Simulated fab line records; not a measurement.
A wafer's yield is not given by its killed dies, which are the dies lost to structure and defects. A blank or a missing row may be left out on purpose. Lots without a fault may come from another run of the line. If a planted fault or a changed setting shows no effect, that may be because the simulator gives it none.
Which tool is to blame? | flow sky130 | 33 wafers from 11 lots sampled at 2 of the route's 708 steps

## WHAT THE GAUGES READ, wafer by wafer
SKY_SPACER_THK_MEAS_01.
lot  | measured     | on            | SPACER_CVD_00_THK (nm)
L454 | day 23 15:27 | film metro-01 | 49.0 49.2 49.3
L455 | day 23 23:00 | film metro-02 | 49.0 48.4 48.8
L456 | day 24 08:17 | film metro-02 | 49.4 49.1 49.2
L465 | day 27 20:26 | film metro-02 | 42.8 42.9 42.5
L466 | day 27 23:39 | film metro-02 | 42.2 42.1 42.4
L467 | day 28 05:55 | film metro-03 | 42.5 42.4 42.3
L468 | day 28 12:48 | film metro-03 | 42.9 42.9 43.0
L469 | day 29 00:59 | film metro-01 | 42.3 42.5 42.4
L470 | day 29 07:46 | film metro-03 | 44.0 43.6 43.7
L472 | day 29 20:37 | film metro-02 | 43.1 43.6 43.3
L474 | day 30 11:57 | film metro-03 | 43.8 43.6 43.7

## EACH LOT AND THE TOOL THAT RAN IT (in order: tool; ch and the chambers of the sampled wafers; start)
lot  | SKY_SPACER_CVD_00
L454 | lpcvd-02 ch 0, day 23 14:14
L455 | lpcvd-02 ch 1, day 23 21:47
L456 | lpcvd-02 ch 0, day 24 07:05
L465 | lpcvd-02 ch 1, day 27 19:14
L466 | lpcvd-02 ch 1, day 27 22:26
L467 | lpcvd-02 ch 0, day 28 04:43
L468 | lpcvd-02 ch 0, day 28 11:35
L469 | lpcvd-02 ch 0, day 28 23:47
L470 | lpcvd-02 ch 1, day 29 05:57
L472 | lpcvd-02 ch 0, day 29 19:23
L474 | lpcvd-02 ch 1, day 30 10:44
- SKY_SPACER_CVD_00: deposits Si3N4 from DCS/NH3, target thk 43.1 nm, time 740 s.

## THE ANSWER, worked out from the rows above alone
Rule: what is usual is taken from the lots themselves. Put in order of their means at a reading, lots are off if they are a third of the lots or fewer, leave a main group of 4 or more, and stand apart from it by a gap of 3 or more times the standard deviation of the main group's means; of several such gaps the widest counts. A main group is skipped when, at the precision printed for the reading in the tables above, its means are all equal. Also off: a lot with no number at a reading for which 4 or more lots have one. The other lots that the step has rows for count as sound.
Off: L454, L455, L456, seen at SKY_SPACER_THK_MEAS_01 (SPACER_CVD_00_THK). The main group has a mean of 42.9 nm with a standard deviation of 0.56.
A tool fits if, at a process step before that reading, it ran every lot that is off, and no sound lot after the first of them. The gauges at SKY_SPACER_THK_MEAS_01 are tried like those tools. Of those tried, none fits.

## WHAT THE SIMULATOR HAD INSERTED
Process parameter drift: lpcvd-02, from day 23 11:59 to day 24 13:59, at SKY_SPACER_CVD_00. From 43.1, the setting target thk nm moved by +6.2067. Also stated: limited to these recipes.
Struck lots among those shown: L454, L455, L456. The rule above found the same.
